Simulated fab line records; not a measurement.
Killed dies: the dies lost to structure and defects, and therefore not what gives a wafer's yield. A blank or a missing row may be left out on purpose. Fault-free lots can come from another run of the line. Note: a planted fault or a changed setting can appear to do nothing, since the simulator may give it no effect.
Matching of chambers | flow sky130 | SKY_VIA3_STRIP_17 on wet bench-03: 3 sister chambers
The step strips in post etch residue remover, time 1200 s. 3 wafers are shown with their chamber, then 7 later ones without.

## WAFERS, EACH WITH ITS CHAMBER
wafer  | chamber | bath heat duty pct (%)
L776.5 | 2       | 15.3
L775.6 | 0       | 16.2
L783.3 | 3       | 14.2

## WAFERS MISSING THEIR CHAMBER
wafer  | bath heat duty pct (%)
L783.6 | 14.0
L786.2 | 17.4
L786.3 | 16.9
L786.4 | 16.2
L788.2 | 14.2
L788.4 | 13.3
L788.5 | 12.4

## EACH ONE'S CHAMBER
wafer  | from the rows above     | in truth
L783.6 | can't be placed: 3 or 2 | 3
L786.2 | can't be placed: 0 or 2 | 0
L786.3 | can't be placed: 0 or 2 | 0
L786.4 | can't be placed: 0 or 2 | 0
L788.2 | can't be placed: 3 or 2 | 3
L788.4 | can't be placed: 3 or 2 | 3
L788.5 | can't be placed: 3 or 2 | 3
Placed correctly: 0 of 7. Not placeable from these rows: 7 (in 7, the candidates include the true chamber). Number placed wrongly: 0.
How it was worked out, from the rows above alone: a wafer's distance from a chamber is the root of the sum, over the readings, of the square of ((its reading less the chamber's mean) divided by the reading's scatter). If the next closest chamber is less than 2 further off than the closest, the wafer can't be placed; otherwise it belongs to the closest. The mean given for a chamber averages the wafers shown for that chamber. The scatter: root of mean squared gap, hidden wafer to nearest shown wafer, with one shown wafer a chamber.
